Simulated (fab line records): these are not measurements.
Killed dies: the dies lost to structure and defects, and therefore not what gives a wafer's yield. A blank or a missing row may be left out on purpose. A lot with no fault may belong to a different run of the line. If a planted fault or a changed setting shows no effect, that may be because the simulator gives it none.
Which tool was responsible? -- flow gf180mcu -- 13 lots, 39 wafers sampled, at 3 steps of a route of 602

== WHAT THE GAUGES SHOWED, per wafer ==
GF_MVSD_TW_MEAS_11.
lot,measured,on,MVSD_TW
L257,day 4 20:02,filmMetro-04,1572 1565 1566
L259,day 5 01:38,filmMetro-01,1602 1596 1596
L261,day 5 13:59,filmMetro-01,1598 1599 1596
L260,day 5 14:20,filmMetro-01,1596 1601 1594
L263,day 6 01:04,filmMetro-02,1555 1565 1568
L266,day 7 00:54,filmMetro-02,1579 1573 1570
L268,day 7 11:58,filmMetro-02,1569 1565 1568
L274,day 8 21:55,filmMetro-02,1565 1558 1568
L276,day 9 02:06,filmMetro-02,1572 1571 1572
L277,day 9 05:03,filmMetro-01,1590 1588 1585
L278,day 9 15:23,filmMetro-02,1563 1567 1574
L279,day 9 17:25,filmMetro-04,1583 1571 1579
L280,day 9 21:00,filmMetro-04,1568 1565 1566

== TOOL THAT RAN EACH LOT (tool first, then ch and the chambers of the sampled wafers, then the start) ==
lot,GF_NWELL_STRIP_10,GF_LVPWELL_STRIP_10
L257,"plasmaAsher-04 ch 0,1, day 3 18:04","plasmaAsher-04 ch 0,1, day 4 06:45"
L259,"plasmaAsher-02 ch 0,1, day 3 23:53","plasmaAsher-04 ch 0,1, day 4 12:44"
L261,"plasmaAsher-03 ch 0,1, day 4 11:44","plasmaAsher-02 ch 0,1, day 5 00:59"
L260,"plasmaAsher-03 ch 0,1, day 4 12:21","plasmaAsher-04 ch 0, day 5 01:35"
L263,"plasmaAsher-04 ch 0,1, day 4 22:04","plasmaAsher-02 ch 0,1, day 5 11:18"
L266,"plasmaAsher-03 ch 0,1, day 5 19:07","plasmaAsher-01 ch 0,1, day 6 09:06"
L268,"plasmaAsher-04 ch 0,1, day 6 05:00","plasmaAsher-02 ch 0,1, day 6 20:20"
L274,"plasmaAsher-04 ch 0,1, day 7 13:45","plasmaAsher-02 ch 0,1, day 8 05:27"
L276,"plasmaAsher-03 ch 0,1, day 7 19:19","plasmaAsher-04 ch 0,1, day 8 10:41"
L277,"plasmaAsher-03 ch 0,1, day 7 19:40","plasmaAsher-04 ch 0,1, day 8 11:18"
L278,"plasmaAsher-04 ch 0,1, day 8 05:45","plasmaAsher-04 ch 0,1, day 8 22:15"
L279,"plasmaAsher-02 ch 0,1, day 8 08:28","plasmaAsher-02 ch 0, day 9 00:26"
L280,"plasmaAsher-02 ch 0,1, day 8 10:53","plasmaAsher-04 ch 0,1, day 9 03:37"
- GF_NWELL_STRIP_10: strips in O2/N2.
- GF_LVPWELL_STRIP_10: strips in O2/N2.

== AS READ BY THE TOOLS THEMSELVES (means over the sampled wafers that have a number; for cases with no such wafer, the mark the record gives instead) ==
GF_NWELL_STRIP_10.
lot,tool,chamberPressureMTorr (mTorr),drypumpMotorCurrentA (A),heaterPowerW (W),oesProductAu (a.u.),stripTimeToEndpointS (s)
L257,plasmaAsher-04,1498.9,5.9,331,0.720,37.00
L259,plasmaAsher-02,1498.5,5.3,359,0.725,37.04
L261,plasmaAsher-03,1500.7,6.2,358,0.723,37.17
L260,plasmaAsher-03,1499.4,6.0,357,0.721,37.07
L263,plasmaAsher-04,1500.0,5.9,328,0.724,37.03
L266,plasmaAsher-03,1499.9,6.2,358,0.716,36.92
L268,plasmaAsher-04,1499.7,5.7,348,0.719,36.84
L274,plasmaAsher-04,1499.0,5.6,343,0.720,37.03
L276,plasmaAsher-03,1499.6,6.2,359,0.727,37.04
L277,plasmaAsher-03,1497.9,6.2,356,0.720,37.05
L278,plasmaAsher-04,1499.5,5.9,328,0.719,37.05
L279,plasmaAsher-02,1499.9,5.6,357,0.723,36.92
L280,plasmaAsher-02,1499.3,5.3,361,0.721,36.95

GF_LVPWELL_STRIP_10.
lot,tool,chamberPressureMTorr (mTorr),drypumpMotorCurrentA (A),heaterPowerW (W),oesProductAu (a.u.),stripTimeToEndpointS (s)
L257,plasmaAsher-04,1499.5,5.7,346,0.724,36.93
L259,plasmaAsher-04,1501.7,5.9,329,0.731,36.95
L261,plasmaAsher-02,1501.0,5.3,366,0.724,36.85
L260,plasmaAsher-04,1500.2,5.3,358,0.721,37.01
L263,plasmaAsher-02,1500.1,5.7,357,0.726,37.23
L266,plasmaAsher-01,1500.3,5.6,337,0.725,37.10
L268,plasmaAsher-02,1499.1,5.6,364,0.722,37.01
L274,plasmaAsher-02,1500.2,5.3,366,0.724,37.08
L276,plasmaAsher-04,1501.4,5.6,343,0.725,37.00
L277,plasmaAsher-04,1500.1,5.9,328,0.727,37.03
L278,plasmaAsher-04,1500.5,5.9,332,0.723,36.95
L279,plasmaAsher-02,1499.6,6.0,356,0.723,37.08
L280,plasmaAsher-04,1500.8,5.7,347,0.724,37.06

== THE ANSWER, worked out from the rows above alone ==
Rule: usual is defined by the lots themselves. The widest of any qualifying gaps counts: lots, ordered by their means at a reading, are off when they make up no more than a third of the lots, leave a main group of 4 or more, and stand apart from it by 3 or more times the standard deviation of that group's means. The tables above print the reading to a certain number of digits; a main group whose means all agree to those digits is not used. A lot without any number at a reading at which 4 lots or more have one is off too. Where the step has rows for the other lots, those lots are counted as sound. After the gauges, taken in route order, come the tools' own readings; for these a lot's mean is taken, as printed above. The first step at which some lot is off is used, and at that step the reading that is off furthest; a lot without a number counts as furthest.
Across all readings shown, no lot is off: no conclusion can be drawn from this.

== WHAT WAS PUT IN BY THE SIMULATOR ==
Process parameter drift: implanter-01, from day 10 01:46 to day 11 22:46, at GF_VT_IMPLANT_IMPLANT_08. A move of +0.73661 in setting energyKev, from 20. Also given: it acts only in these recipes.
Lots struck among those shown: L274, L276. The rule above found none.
